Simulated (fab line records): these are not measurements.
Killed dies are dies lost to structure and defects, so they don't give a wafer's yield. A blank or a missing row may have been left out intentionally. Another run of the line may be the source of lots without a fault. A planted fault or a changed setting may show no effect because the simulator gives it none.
Check of tool commonality    flow sky130    Lots sampled 12, wafers sampled 36

## WHY THIS WAS OPENED
2 of 12 lots carry a flag on the reading VIA2_OVL at SKY_VIA2_OVL_MEAS_13. Wafers without a fault read -5 nm, standard deviation 5.7.
Rule: a lot gets a flag if all its wafers with a number sit over 4 standard deviations from that mean, or if no wafer of it has a number. As for the other lots, they are considered sound.

lot   measured      on          VIA2_OVL (nm), wafer by wafer  flag
L723  day 35 21:51  overlay-01  14 2 2                         
L724  day 36 08:16  overlay-02  1 -8 -4                        
L727  day 38 02:40  overlay-01  -3 -6 -13                      
L725  day 38 03:22  overlay-01  -6 -2 -8                       
L726  day 38 04:16  overlay-02  -4 -2 -3                       
L729  day 38 11:54  overlay-01  -3 -4 -7                       
L733  day 39 04:11  overlay-02  -11 -4 -7                      
L732  day 39 08:34  overlay-01  -3 -3 -8                       
L734  day 39 13:20  overlay-02  31 31 35                       FLAGGED
L739  day 40 23:52  overlay-01  24 26 29                       FLAGGED
L740  day 41 04:00  overlay-01  -2 1 1                         
L744  day 42 06:23  overlay-01  3 -8 -6                        
The mean of the flagged lots' numbers is 29 nm, +34 nm from the usual (+6 standard deviations).

## WHICH TOOL EACH LOT WENT THROUGH
The record holds 1 process step before the reading, out of a route of 708 steps. Each cell gives the tool, then ch followed by the chambers the sampled wafers passed through, then the start.
lot   flag     SKY_VIA2_EXPOSE_09
L723           krf-scanner-01 ch 0, day 35 09:23
L724           krf-scanner-02 ch 0, day 35 19:34
L727           krf-scanner-01 ch 0, day 37 13:48
L725           krf-scanner-02 ch 0, day 37 14:07
L726           krf-scanner-01 ch 0, day 37 14:55
L729           krf-scanner-01 ch 0, day 37 22:35
L733           krf-scanner-01 ch 0, day 38 16:31
L732           krf-scanner-01 ch 0, day 38 20:30
L734  FLAGGED  krf-scanner-02 ch 0, day 39 01:15
L739  FLAGGED  krf-scanner-02 ch 0, day 40 11:14
L740           krf-scanner-01 ch 0, day 40 16:11
L744           krf-scanner-01 ch 0, day 41 19:03
These steps, and what they do:
- SKY_VIA2_EXPOSE_09: exposes mask VIM2, target cd 200 nm.
- SKY_VIA2_OVL_MEAS_13

## FLAGGED AGAINST TOTAL, ONE TOOL AT A TIME (gauges that did the reading follow at the end)
step                  tool            lots run  flagged  share of the flagged lots  sound lots run after its first flagged lot
SKY_VIA2_EXPOSE_09    krf-scanner-01  8         0        none                       -
SKY_VIA2_EXPOSE_09    krf-scanner-02  4         2        all                        0
SKY_VIA2_OVL_MEAS_13  overlay-01      8         1        some                       2 (L740,L744)
SKY_VIA2_OVL_MEAS_13  overlay-02      4         1        some                       0

## WHAT IS ALLOWED BY THE TABLE
In the table, 1 row covers all flagged lots: krf-scanner-02 at SKY_VIA2_EXPOSE_09.
- krf-scanner-02 at SKY_VIA2_EXPOSE_09 ran 4 lots, 2 of them flagged. Its last sound lot is L725 (day 37 14:07), its first flagged lot L734 (day 39 01:15): a fault that began between those two fits.
One tool is left: krf-scanner-02 at SKY_VIA2_EXPOSE_09.

## WHAT THE SIMULATOR HAD INSERTED
Scanner matching overlay: krf-scanner-02, from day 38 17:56 on, at SKY_VIA2_EXPOSE_09. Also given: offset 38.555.
Lots struck among those shown: L734, L739. The rule above found the same.
